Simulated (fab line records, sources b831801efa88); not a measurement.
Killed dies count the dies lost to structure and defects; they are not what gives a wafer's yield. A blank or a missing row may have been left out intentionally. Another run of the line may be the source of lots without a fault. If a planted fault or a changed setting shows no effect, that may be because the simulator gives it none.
A lot that was struck, set against a sound lot	flow sfq line	42 out of 325 route steps
Sound: the wafers L369.1, L369.2, L369.5. Struck: wafer L359.5 (left out: L359.1, L359.2 of the same lot, which were not struck); the cause appears at the end.
Order at every step that has rows: each side's tool, ch and its chambers, its first start. Under that, the readings that differ: sound wafers	struck wafers	difference of the means	sigmas: that difference in standard deviations of wafers without a fault.
alike: a reading whose means differ by less than 2 such deviations, as well as words and numbers matching on both sides. not compared: withheld readings; readings where some wafer has no value; bounds like >300 that might hide an equal value; numbers whose values overlap and for which the record gives no deviation.
A row with sigmas, a row that says differs or no value, or rows on one side alone: a step with any of these is where the two part. Numbers that have no deviation but don't overlap get no sigmas and don't part them. A reading that every wafer of one side lacks parts them only if that side has two wafers or more.

first, 6 steps without rows for these wafers: SFQ_TRILAYER_M3_LITHO_COAT_080 (resist thk 62 nm); SFQ_TRILAYER_M3_LITHO_COAT_075 (resist thk 600 nm); SFQ_TRILAYER_M3_LITHO_SOFTBAKE_079; SFQ_TRILAYER_M3_LITHO_EXPOSE_076 (exposes mask M3, target cd 500 nm); SFQ_TRILAYER_M3_LITHO_PEB_078 (peb time 60 s); SFQ_TRILAYER_M3_LITHO_DEVELOP_077 (time 60 s).
SFQ_M3_OVL_MEAS_921:
  sound on overlay-01, day 51 18:23; struck on overlay-01, day 44 00:20
  alike: M3_OVL
SFQ_TRILAYER_M3_BARC_OPEN_METAL_ETCH_100: etches BARC in O2, target depth 125 nm, time 41.7 s.
  sound on rie metal-02 ch 0,1, day 51 18:26; struck on rie metal-03 ch 0, day 44 00:22
  alike: drypump motor current A, oes product au
  not compared: rf hours counter h
SFQ_TRILAYER_M3_ETCH_METAL_ETCH_078: etches Nb in Cl2/Ar, stops on SiO2, target depth 240 nm, time 120 s.
  sound on rie metal-02 ch 0,1, day 51 18:29; struck on rie metal-03 ch 0, day 44 00:29
  alike: drypump motor current A, oes product au
  not compared: rf hours counter h
SFQ_TRILAYER_M3_STRIP_STRIP_079: strips in O2.
  sound on rie metal-02 ch 0,1, day 51 18:37; struck on rie metal-03 ch 0, day 44 00:44
  alike: drypump motor current A, oes product au
  not compared: rf hours counter h
then, 2 steps without rows for these wafers: SFQ_TRILAYER_M3_STRIP_SOLV_CLEAN_080 (cleans in NMP, time 600 s); SFQ_TRILAYER_I3_DEP_PECVD_081 (deposits SiO2 from SiH4/N2O, time 111.11 s, target thk 500 nm).
SFQ_TRILAYER_I3_CMP_CMP_082: polishes SiO2.
  sound on cmp-02 ch 0,1,2, day 52 08:29; struck on cmp-01 ch 1, day 44 14:24
reading	sound	struck	difference	sigmas
time to endpoint s (s)	217 208 214	177	-36	-5
model.SiO2_of_TRILAYER_I3_DEP_PECVD_081.thk nm (nm)	199.9 198.8 199.4	249.6	+50.2	
  alike: motor current A, slurry filter dp kPa
SFQ_I3_BOW_MEAS_922:
  sound on film metro-02, day 52 10:29; struck on film metro-01, day 44 15:24
  alike: I3_BOW
SFQ_TRILAYER_I3_METRO_MEASURE_083:
  sound on film metro-02, day 52 10:37; struck on film metro-01, day 44 15:31
reading	sound	struck	difference	sigmas
thk nm (nm)	200.0 198.8 199.3	249.4	+50.0	+45
then, 6 steps without rows for these wafers: SFQ_TRILAYER_I3_VIA_LITHO_COAT_090 (resist thk 62 nm); SFQ_TRILAYER_I3_VIA_LITHO_COAT_085 (resist thk 650 nm); SFQ_TRILAYER_I3_VIA_LITHO_SOFTBAKE_089; SFQ_TRILAYER_I3_VIA_LITHO_EXPOSE_086 (exposes mask I3, target cd 500 nm); SFQ_TRILAYER_I3_VIA_LITHO_PEB_088 (peb time 60 s); SFQ_TRILAYER_I3_VIA_LITHO_DEVELOP_087 (time 60 s).
SFQ_I3_OVL_MEAS_923:
  sound on overlay-02, day 56 23:56; struck on overlay-01, day 44 20:25
  alike: I3_OVL
SFQ_TRILAYER_I3_VIA_BARC_OPEN_VIA_ETCH_121: etches BARC in O2, target depth 125 nm, time 41.7 s.
  sound on rie diel-04 ch 0,1, day 56 23:58; struck on rie diel-02 ch 1, day 44 20:27
  alike: drypump motor current A, oes product au
  not compared: rf hours counter h
SFQ_TRILAYER_I3_VIA_ETCH_VIA_ETCH_088: etches SiO2 in CHF3, stops on Nb, target depth 260 nm.
  sound on rie diel-04 ch 0,1, day 57 00:01; struck on rie diel-02 ch 1, day 44 20:29
reading	sound	struck	difference	sigmas
oes product au (a.u.)	0.852 0.857 0.854	0.981	+0.127	+24
model.I3.feature depth nm (nm)	199.9 198.8 199.4	249.6	+50.2	
model.etch.depth nm (nm)	199.9 198.8 199.4	249.6	+50.2	
  alike: drypump motor current A
then, 2 steps without rows for these wafers: SFQ_TRILAYER_I3_VIA_STRIP_STRIP_089 (strips in O2); SFQ_TRILAYER_I3_VIA_STRIP_SOLV_CLEAN_090 (cleans in NMP, time 600 s).
SFQ_TRILAYER_M4_DEP_PRE_CLEAN_092: time 22.5 s.
  sound on pvd sputter-04, day 57 00:54; struck on pvd sputter-06, day 44 21:33
reading	sound	struck	difference	sigmas
model.SiO2_of_TRILAYER_I3_DEP_PECVD_081.thk nm (nm)	192.4 191.3 191.9	242.1	+50.2	
  alike: bias v
SFQ_TRILAYER_M4_DEP_SPUTTER_091: material Nb, target thk 200 nm, time 133.3 s.
  sound on pvd sputter-04, day 57 00:55; struck on pvd sputter-06, day 44 21:35
  alike: substrate temp c, throttle valve pct
SFQ_M4_RS_MEAS_924: measurement is done with a four-point probe.
  sound on film metro-02, day 57 01:01; struck on film metro-03, day 44 21:40
  alike: M4_NB_RS
then, 6 steps without rows for these wafers: SFQ_TRILAYER_M4_LITHO_COAT_098 (resist thk 62 nm); SFQ_TRILAYER_M4_LITHO_COAT_093 (resist thk 600 nm); SFQ_TRILAYER_M4_LITHO_SOFTBAKE_097; SFQ_TRILAYER_M4_LITHO_EXPOSE_094 (exposes mask M4, target cd 500 nm); SFQ_TRILAYER_M4_LITHO_PEB_096 (peb time 60 s); SFQ_TRILAYER_M4_LITHO_DEVELOP_095 (time 60 s).
-- the record jumps here: 5 days lie between the struck wafers' starts before and after --
SFQ_M4_OVL_MEAS_926:
  sound on overlay-01, day 62 07:21; struck on overlay-01, day 50 02:47
  alike: M4_OVL
then, 5 steps without rows for these wafers: SFQ_TRILAYER_M4_BARC_OPEN_METAL_ETCH_123 (etches BARC in O2, target depth 125 nm, time 41.7 s); SFQ_TRILAYER_M4_ETCH_METAL_ETCH_096 (etches Nb in Cl2/Ar, stops on SiO2, target depth 240 nm, time 120 s); SFQ_TRILAYER_M4_STRIP_STRIP_097 (strips in O2); SFQ_TRILAYER_M4_STRIP_SOLV_CLEAN_098 (cleans in NMP, time 600 s); SFQ_TRILAYER_I4_DEP_PECVD_099 (deposits SiO2 from SiH4/N2O, time 111.11 s, target thk 500 nm).
-- the record jumps here: 30 days lie between the struck wafers' starts before and after --
SFQ_M8_BOW_MEAS_951:
  sound on film metro-02, day 82 01:41; struck on film metro-04, day 80 13:42
  alike: M8_BOW
  not compared: model.etest.i3.link ohm

WHERE THEY PART
Earliest at SFQ_TRILAYER_I3_CMP_CMP_082; latest, in this record, at SFQ_TRILAYER_I3_VIA_ETCH_VIA_ETCH_088. Later steps at which nothing parts them and some readings are alike: SFQ_TRILAYER_M4_DEP_PRE_CLEAN_092, SFQ_TRILAYER_M4_DEP_SPUTTER_091, SFQ_M4_RS_MEAS_924, SFQ_M4_OVL_MEAS_926, SFQ_M8_BOW_MEAS_951.

WHY: what the simulator had put in
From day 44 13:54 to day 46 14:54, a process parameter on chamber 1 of cmp-01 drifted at SFQ_TRILAYER_I3_CMP_CMP_082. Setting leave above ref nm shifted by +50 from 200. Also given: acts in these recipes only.
